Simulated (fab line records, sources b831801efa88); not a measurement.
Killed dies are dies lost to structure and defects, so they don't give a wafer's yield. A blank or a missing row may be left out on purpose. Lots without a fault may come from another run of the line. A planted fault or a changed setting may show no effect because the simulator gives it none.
Which tool did it? | flow sky130 | 13 lots, 39 wafers sampled, at 5 steps of a route of 708

WHAT THE GAUGES READ, wafer by wafer
SKY_NWELL_RS_MEAS_29: measures by four-point-probe.
lot  | measured     | on            | NWELL_RS (ohm/sq)
L460 | day 5 07:57  | film_metro-03 | 626.4 627.1 626.3
L464 | day 6 10:23  | film_metro-04 | 624.1 622.6 622.5
L465 | day 6 13:53  | film_metro-04 | 622.4 621.9 625.6
L466 | day 6 18:02  | film_metro-04 | 624.0 623.3 623.6
L467 | day 7 00:52  | film_metro-03 | 621.9 619.1 621.1
L468 | day 7 13:15  | film_metro-04 | 626.5 626.5 625.4
L470 | day 7 19:04  | film_metro-03 | 623.1 622.3 623.3
L471 | day 8 01:35  | film_metro-04 | 624.5 626.0 626.2
L474 | day 8 17:44  | film_metro-04 | 624.0 625.7 622.2
L475 | day 9 03:15  | film_metro-04 | 625.7 623.0 623.3
L478 | day 9 17:20  | film_metro-03 | 623.1 622.0 625.9
L480 | day 10 10:32 | film_metro-04 | 625.7 625.7 625.6
L481 | day 10 16:25 | film_metro-03 | 624.3 625.3 625.4

SKY_VT_ADJUST_LVTN_OVL_MEAS_07.
lot  | measured     | on         | VT_ADJUST_LVTN_OVL (nm)
L460 | day 6 21:34  | overlay-01 | 3.1 1.5 1.8
L464 | day 8 02:08  | overlay-01 | -0.4 1.0 1.4
L465 | day 8 05:09  | overlay-02 | -0.8 -0.8 -1.3
L466 | day 8 10:08  | overlay-02 | 3.3 1.5 2.3
L467 | day 8 16:46  | overlay-02 | 2.3 1.2 0.8
L468 | day 9 06:16  | overlay-02 | 2.0 1.0 0.1
L470 | day 9 11:52  | overlay-01 | 2.7 2.0 2.8
L471 | day 9 19:16  | overlay-02 | -0.6 -0.1 1.2
L474 | day 10 14:19 | overlay-02 | 0.9 1.7 0.5
L475 | day 11 00:13 | overlay-02 | 0.5 -0.6 0.6
L478 | day 11 13:49 | overlay-02 | 0.9 0.6 0.4
L480 | day 12 09:39 | overlay-01 | 1.2 1.0 0.5
L481 | day 12 15:10 | overlay-02 | -0.7 0.3 0.9

SKY_VT_ADJUST_LVTN_OVL_MEAS_18.
lot  | measured     | on         | VT_ADJUST_LVTN_01_OVL (nm)
L460 | day 7 17:34  | overlay-01 | 0.8 3.0 2.8
L464 | day 8 21:18  | overlay-02 | -2.7 -0.9 -0.4
L465 | day 9 01:41  | overlay-02 | 2.7 2.3 -0.1
L466 | day 9 07:06  | overlay-02 | 1.3 -1.5 -0.2
L467 | day 9 14:13  | overlay-02 | 1.5 1.9 2.1
L468 | day 10 03:38 | overlay-02 | -0.9 -0.3 -0.9
L470 | day 10 10:17 | overlay-02 | -0.2 -0.2 0.6
L471 | day 10 17:22 | overlay-02 | -0.4 0.6 0.5
L474 | day 11 11:50 | overlay-01 | 3.3 3.2 2.4
L475 | day 11 22:51 | overlay-02 | -0.5 0.6 2.0
L478 | day 12 14:48 | overlay-01 | 1.5 1.1 0.3
L480 | day 13 10:26 | overlay-01 | 1.3 -1.1 2.0
L481 | day 13 16:13 | overlay-01 | -2.3 -0.8 -0.2

SKY_POLY_GATE_CD_MEAS_13: target cd 150 nm.
lot  | measured     | on        | cd_nm (nm)
L460 | day 16 03:08 | cd_sem-02 | 148.5 148.0 147.5
L464 | day 17 18:01 | cd_sem-02 | 151.7 151.5 151.1
L465 | day 18 06:00 | cd_sem-01 | 148.1 147.8 147.7
L466 | day 18 11:41 | cd_sem-02 | 152.9 150.4 151.0
L467 | day 18 17:43 | cd_sem-01 | 150.7 150.1 150.5
L468 | day 19 15:38 | cd_sem-02 | 148.4 149.1 148.9
L470 | day 20 01:43 | cd_sem-02 | 150.9 150.0 148.9
L471 | day 20 10:40 | cd_sem-02 | 126.7 126.3 125.1
L474 | day 21 12:59 | cd_sem-02 | 130.0 129.7 130.5
L475 | day 21 19:23 | cd_sem-02 | 146.7 146.2 145.8
L478 | day 22 20:59 | cd_sem-02 | 133.4 133.5 134.3
L480 | day 23 17:04 | cd_sem-01 | 148.6 148.0 148.9
L481 | day 23 22:00 | cd_sem-01 | 150.4 152.3 150.9

WHICH TOOL RAN EACH LOT (tool, then ch and the chambers of the sampled wafers, then the start)
lot  | SKY_POLY_GATE_EXPOSE_10
L460 | krf_scanner-01 ch 0, day 15 14:30
L464 | krf_scanner-01 ch 0, day 17 03:56
L465 | krf_scanner-01 ch 0, day 17 15:09
L466 | krf_scanner-01 ch 0, day 17 20:11
L467 | krf_scanner-01 ch 0, day 18 03:21
L468 | krf_scanner-02 ch 0, day 18 23:43
L470 | krf_scanner-02 ch 0, day 19 10:05
L471 | krf_scanner-02 ch 0, day 19 19:37
L474 | krf_scanner-02 ch 0, day 20 21:39
L475 | krf_scanner-01 ch 0, day 21 05:09
L478 | krf_scanner-02 ch 0, day 22 05:44
L480 | krf_scanner-01 ch 0, day 23 02:37
L481 | krf_scanner-01 ch 0, day 23 07:53
- SKY_POLY_GATE_EXPOSE_10: exposes mask P1M, target cd 150 nm.

WHAT THE TOOLS THEMSELVES READ (means of the sampled wafers that have a number; where no wafer has one, the mark that the record gives instead)
SKY_POLY_GATE_EXPOSE_10.
lot  | tool           | exposure_dose_mJ_cm2
L460 | krf_scanner-01 | 27.997
L464 | krf_scanner-01 | 27.996
L465 | krf_scanner-01 | 27.998
L466 | krf_scanner-01 | 27.993
L467 | krf_scanner-01 | 28.018
L468 | krf_scanner-02 | 28.012
L470 | krf_scanner-02 | 28.025
L471 | krf_scanner-02 | 32.183
L474 | krf_scanner-02 | 31.332
L475 | krf_scanner-01 | 27.974
L478 | krf_scanner-02 | 30.656
L480 | krf_scanner-01 | 27.996
L481 | krf_scanner-01 | 28.002

THE ANSWER, worked out from the rows above alone
Rule: what is usual is taken from the lots themselves. Put in order of their means at a reading, lots are off if they are a third of the lots or fewer, leave a main group of 4 or more, and stand apart from it by a gap of 3 or more times the standard deviation of the main group's means; of several such gaps the widest counts. A main group whose means are all the same, to the digits that the tables above print for the reading, isn't used. A lot without any number at a reading at which 4 lots or more have one is off too. The other lots that the step has rows for count as sound. The gauges are gone through in route order, then the tools' own readings, and for those a lot's mean is taken as printed above. The first step at which some lot is off is used, and at that step the reading that is off furthest; a lot without a number counts as furthest.
Off: L471, L474, L478, at SKY_POLY_GATE_CD_MEAS_13 (cd_nm). The main group: mean 149.4 nm, standard deviation 1.7.
A tool fits if, at a process step before that reading, it ran every lot that is off, and no sound lot after the first of them. The gauges at SKY_POLY_GATE_CD_MEAS_13 aren't tried: what is off there is off at SKY_POLY_GATE_EXPOSE_10 too, on other tools, and a gauge's error can't cause that. One fits: krf_scanner-02 at SKY_POLY_GATE_EXPOSE_10. Its last sound lot is L470 (day 19 10:05), its first lot that is off L471 (day 19 19:37): a fault that began between those two fits.
The tool's own readings at SKY_POLY_GATE_EXPOSE_10 bear it out: on the lots that are off they differ by more than 5 times the standard deviation of the sound lots' means. exposure_dose_mJ_cm2 reads 31.390 there against 28.001 on the sound lots.

WHAT THE SIMULATOR HAD PUT IN
Process parameter drift: krf_scanner-02, from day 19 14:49 on, at SKY_POLY_GATE_EXPOSE_10. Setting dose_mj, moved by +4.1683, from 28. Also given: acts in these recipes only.
Lots struck among those shown: L471, L474, L478. The rule above found the same.
